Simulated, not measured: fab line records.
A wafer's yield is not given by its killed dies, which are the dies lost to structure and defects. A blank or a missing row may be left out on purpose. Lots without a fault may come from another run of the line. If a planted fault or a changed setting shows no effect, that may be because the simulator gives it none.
The tool behind it: which one? :: flow gf180mcu :: at 1 step of a route of 602, 7 lots with 21 wafers sampled

WHAT EACH GAUGE READ, for each wafer
GF_STI_THK_MEAS_04.
lot: L474
measured: day 2 20:06
on: film_metro-02
STI_CVD_03_THK (nm): 207.0 207.6 205.1

lot: L476
measured: day 3 07:04
on: film_metro-04
STI_CVD_03_THK (nm): 208.9 210.4 210.1

lot: L479
measured: day 3 21:37
on: film_metro-02
STI_CVD_03_THK (nm): 208.7 210.2 209.5

lot: L481
measured: day 4 06:44
on: film_metro-01
STI_CVD_03_THK (nm): 209.3 208.6 209.2

lot: L484
measured: day 5 00:13
on: film_metro-01
STI_CVD_03_THK (nm): 202.8 203.4 204.3

lot: L487
measured: day 5 13:45
on: film_metro-04
STI_CVD_03_THK (nm): 210.4 209.9 210.6

lot: L489
measured: day 5 22:52
on: film_metro-01
STI_CVD_03_THK (nm): 208.5 208.0 207.6

EACH LOT AND THE TOOL THAT RAN IT (in order: tool; ch and the chambers of the sampled wafers; start)
The record holds no process step before these readings.

THE ANSWER, worked out from the rows above alone
Rule: usual is defined by the lots themselves. The widest of any qualifying gaps counts: lots, ordered by their means at a reading, are off when they make up no more than a third of the lots, leave a main group of 4 or more, and stand apart from it by 3 or more times the standard deviation of that group's means. A main group whose means are all the same, to the digits that the tables above print for the reading, isn't used. A lot without any number at a reading at which 4 lots or more have one is off too. Any other lot the step has rows for is counted as sound.
Nothing can be told from this: no lot is off at any reading shown.

WHAT HAD BEEN PUT IN BY THE SIMULATOR
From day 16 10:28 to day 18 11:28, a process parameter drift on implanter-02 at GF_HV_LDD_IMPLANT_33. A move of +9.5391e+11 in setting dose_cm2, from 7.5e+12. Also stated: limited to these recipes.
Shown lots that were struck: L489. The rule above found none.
